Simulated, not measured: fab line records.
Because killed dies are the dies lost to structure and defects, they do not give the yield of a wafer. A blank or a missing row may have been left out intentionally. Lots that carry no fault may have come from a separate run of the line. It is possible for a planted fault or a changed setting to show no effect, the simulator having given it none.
Shared-tool check | flow gf180mcu | 12 lots and 36 wafers in the sample

THE REASON FOR OPENING IT
Flagged at GF_M2_CD_MEAS_14: reading cdNm, on 1 of 12 lots. Wafers without a fault read 280.0 nm, standard deviation 0.96.
Rule: flag the lot when none of its wafers has a number, or when each of its wafers that has one lies beyond 4 standard deviations from that mean. All remaining lots are regarded as sound.

lot  | measured     | on       | cdNm (nm), wafer by wafer | flag
L103 | day 19 09:05 | cdSem-02 | 280.6 279.7 279.4         | 
L107 | day 20 19:44 | cdSem-02 | 280.6 279.5 280.8         | 
L108 | day 21 00:46 | cdSem-01 | 281.4 281.0 280.8         | 
L109 | day 21 09:18 | cdSem-01 | 280.0 278.7 280.2         | 
L110 | day 21 23:20 | cdSem-02 | 280.6 279.7 280.3         | 
L111 | day 22 07:49 | cdSem-01 | 280.4 280.9 280.7         | 
L112 | day 22 12:59 | cdSem-01 | 278.9 279.0 278.3         | 
L113 | day 23 05:20 | cdSem-02 | 279.0 279.0 278.2         | 
L114 | day 23 12:11 | cdSem-01 | 280.0 279.1 280.6         | 
L116 | day 24 01:53 | cdSem-02 | 281.5 281.7 280.9         | 
L120 | day 25 08:29 | cdSem-02 | 270.3 273.8 275.0         | FLAGGED
L126 | day 27 12:01 | cdSem-02 | 278.8 279.0 279.3         | 
The mean of the flagged lots' numbers is 273.0 nm, -7.0 nm from the usual (-7 standard deviations).

EACH LOT AND THE TOOL IT RAN ON
Before the reading, the record contains 3 process steps out of a 602-step route. Each cell gives the tool, then ch followed by the chambers the sampled wafers passed through, then the start.
lot  | flag    | GF_V1_CVD_23                 | GF_M2_SPUTTER_03            | GF_M2_EXPOSE_11
L103 |         | cvdW-02 ch 0,1, day 18 08:06 | pvdSputter-04, day 18 08:52 | krfScanner-01 ch 0, day 18 21:17
L107 |         | cvdW-01 ch 0,1, day 19 19:08 | pvdSputter-04, day 19 19:54 | krfScanner-02 ch 0, day 20 07:46
L108 |         | cvdW-01 ch 0,1, day 19 23:47 | pvdSputter-02, day 20 00:33 | krfScanner-01 ch 0, day 20 12:58
L109 |         | cvdW-01 ch 0,1, day 20 08:26 | pvdSputter-04, day 20 09:12 | krfScanner-01 ch 0, day 20 21:52
L110 |         | cvdW-01 ch 0,1, day 20 23:07 | pvdSputter-03, day 20 23:53 | krfScanner-02 ch 0, day 21 11:55
L111 |         | cvdW-02 ch 0,1, day 21 07:11 | pvdSputter-03, day 21 07:54 | krfScanner-01 ch 0, day 21 20:20
L112 |         | cvdW-01 ch 0,1, day 21 12:20 | pvdSputter-04, day 21 13:02 | krfScanner-02 ch 0, day 22 01:09
L113 |         | cvdW-01 ch 0,1, day 22 05:30 | pvdSputter-03, day 22 06:13 | krfScanner-01 ch 0, day 22 18:28
L114 |         | cvdW-02 ch 0,1, day 22 12:59 | pvdSputter-02, day 22 13:44 | krfScanner-01 ch 0, day 23 01:01
L116 |         | cvdW-01 ch 0,1, day 23 02:54 | pvdSputter-04, day 23 03:40 | krfScanner-01 ch 0, day 23 14:53
L120 | FLAGGED | cvdW-02 ch 0,1, day 24 09:56 | pvdSputter-02, day 24 10:41 | krfScanner-01 ch 0, day 24 22:12
L126 |         | cvdW-02 ch 0,1, day 26 14:19 | pvdSputter-02, day 26 15:05 | krfScanner-02 ch 0, day 27 02:10
What these steps do:
- GF_V1_CVD_23: deposits W, target thk 350 nm, time 105.05 s.
- GF_M2_SPUTTER_03: material Ti, target thk 10 nm, time 6.7 s.
- GF_M2_EXPOSE_11: exposes mask Metal2, target cd 280 nm.
- GF_M2_CD_MEAS_14: target cd 280 nm.

FLAGGED AGAINST TOTAL, ONE TOOL AT A TIME (gauges that did the reading follow at the end)
step             | tool          | lots run | flagged | share of the flagged lots | sound lots run after its first flagged lot
GF_V1_CVD_23     | cvdW-01       | 7        | 0       | none                      | -
GF_V1_CVD_23     | cvdW-02       | 5        | 1       | all                       | 1 (L126)
GF_M2_SPUTTER_03 | pvdSputter-02 | 4        | 1       | all                       | 1 (L126)
GF_M2_SPUTTER_03 | pvdSputter-03 | 3        | 0       | none                      | -
GF_M2_SPUTTER_03 | pvdSputter-04 | 5        | 0       | none                      | -
GF_M2_EXPOSE_11  | krfScanner-01 | 8        | 1       | all                       | 0
GF_M2_EXPOSE_11  | krfScanner-02 | 4        | 0       | none                      | -
GF_M2_CD_MEAS_14 | cdSem-01      | 5        | 0       | none                      | -
GF_M2_CD_MEAS_14 | cdSem-02      | 7        | 1       | all                       | 1 (L126)

WHAT THE TABLE PERMITS
4 rows of the table ran every flagged lot: cvdW-02 at GF_V1_CVD_23, pvdSputter-02 at GF_M2_SPUTTER_03, krfScanner-01 at GF_M2_EXPOSE_11, cdSem-02 at GF_M2_CD_MEAS_14.
- cvdW-02 at GF_V1_CVD_23: 1 of its 5 lots flagged. Sound lots followed the first flagged one (L126) on it, something a lasting fault affecting the whole tool could not allow.
- pvdSputter-02 at GF_M2_SPUTTER_03: 1 of its 4 lots flagged. Sound lots followed the first flagged one (L126) on it, something a lasting fault affecting the whole tool could not allow.
- krfScanner-01 at GF_M2_EXPOSE_11: 1 of its 8 lots flagged. Its last sound lot is L116 (day 23 14:53), its first flagged lot L120 (day 24 22:12): a fault that began between those two fits. Its own readings (exposureDoseMJCm2) fall more than 4 standard deviations out on all wafers of the flagged lots.
- cdSem-02 at GF_M2_CD_MEAS_14: 1 of its 7 lots flagged. Sound lots followed the first flagged one (L126) on it, something a lasting fault affecting the whole tool could not allow.
Just one tool remains: krfScanner-01 at GF_M2_EXPOSE_11.

WHAT THE SIMULATOR PUT IN
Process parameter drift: krfScanner-01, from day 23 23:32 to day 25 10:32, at GF_M2_EXPOSE_11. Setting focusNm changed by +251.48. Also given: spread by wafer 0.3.
Lots struck among those shown: L120. The rule given above showed the same thing.
